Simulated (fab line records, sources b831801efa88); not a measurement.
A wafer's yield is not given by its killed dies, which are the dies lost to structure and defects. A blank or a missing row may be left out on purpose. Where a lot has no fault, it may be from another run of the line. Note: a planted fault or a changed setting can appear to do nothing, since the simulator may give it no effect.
Split-lot study    flow sfqLine    5 lots, 23 wafers read, on a route of 325 steps

== ABOUT THE SPLIT ==
At SFQ_TRILAYER_I7_VIA_BARC_OPEN_VIA_ETCH_260 (etches BARC in O2, target depth 125 nm, time 41.7 s), the setting timeS was moved away from the recipe's 41.7 s on 5 of the 23 wafers read, by -10.7% to -9.6%. All remaining wafers had this setting at the recipe value.

Reading taken at the split's own step.

== THE READING ==
oesProductAu, in a.u., at SFQ_TRILAYER_I7_VIA_BARC_OPEN_VIA_ETCH_260 (etches BARC in O2, target depth 125 nm, time 41.7 s). Fault-free wafers of this fab line usually give 0.685 a.u., standard deviation 0.0045 a.u.

wafer   tool, chamber at the split  timeS as run, s  against the recipe  oesProductAu, a.u.  against lot-mates on the recipe
L074.1  rieDiel-01, 1               41.7             recipe              0.688               -
L074.2  rieDiel-01, 3               41.7             recipe              0.691               -
L074.4  rieDiel-01, 1               41.7             recipe              0.676               -
L074.5  rieDiel-01, 3               41.7             recipe              0.692               -
L074.6  rieDiel-01, 2               41.7             recipe              0.672               -
L075.1  rieDiel-03, 0               41.7             recipe              0.686               -
L075.3  rieDiel-03, 3               41.7             recipe              0.685               -
L075.5  rieDiel-03, 3               41.7             recipe              0.684               -
L077.2  rieDiel-03, 1               41.7             recipe              0.695               -
L077.3  rieDiel-03, 3               41.7             recipe              0.690               -
L077.4  rieDiel-03, 0               41.7             recipe              0.693               -
L077.5  rieDiel-03, 1               37.68            -9.6%               0.718               +0.025
L077.6  rieDiel-03, 3               37.68            -9.6%               0.719               +0.026
L078.2  rieDiel-02, 0               41.7             recipe              0.681               -
L078.3  rieDiel-02, 3               37.25            -10.7%              0.713               +0.029
L078.4  rieDiel-02, 2               37.25            -10.7%              0.718               +0.034
L078.5  rieDiel-02, 2               41.7             recipe              0.687               -
L078.6  rieDiel-02, 3               37.25            -10.7%              0.719               +0.035
L082.1  rieDiel-01, 1               41.7             recipe              0.682               -
L082.2  rieDiel-01, 3               41.7             recipe              0.689               -
L082.3  rieDiel-01, 2               41.7             recipe              0.684               -
L082.4  rieDiel-01, 0               41.7             recipe              0.688               -
L082.6  rieDiel-01, 2               41.7             recipe              0.684               -

FIT RESULTS
A straight line over all 23 wafers: oesProductAu changes by -0.00305 a.u. for each +1% of timeS; r = -0.93; the points scatter about the line by 0.0055 a.u.
The same after taking each lot's own level away (the mean of its wafers on the recipe; 23 wafers): -0.00293 a.u. for each +1%; r = -0.94; scatter 0.0046 a.u.
The reading moves by 0.031 a.u. for the largest change in timeS, on that fit.
From 0.6838 to 0.6927 a.u.: that is the span of the lots' own levels, equal to 2.0 times the standard deviation above.
The two slopes are in agreement: the lot-to-lot level therefore moves the slope only a little.
Check: for one of the wafers moved furthest among these (-10.7%), held out of the fit, the line's prediction against its lot-mates is +0.0318 a.u. It came out at +0.029 a.u. against them.
Tool readings at the split's step, against how far the setting was moved: oesProductAu r = -0.93.

== FURTHER SPLITS ON THESE WAFERS ==
These wafers also went through other splits before the reading. Each is held against what the fit with the lots' levels taken away leaves over:
other split on the same wafers                    wafers away from the commonest value  r with oesProductAu (lot level and that fit taken away)
SFQ_TRILAYER_I6_VIA_BARC_OPEN_VIA_ETCH_235 timeS  12                                    +0.22
SFQ_TRILAYER_M7_LITHO_PEB_180 pebTempC            8                                     -0.21
SFQ_TRILAYER_I7_VIA_LITHO_COAT_187 resistThkNm    6                                     +0.06

== FILE'S OWN FIT ==
oesProductAu changes by -0.00291 a.u. for each +1% of timeS, r = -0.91.
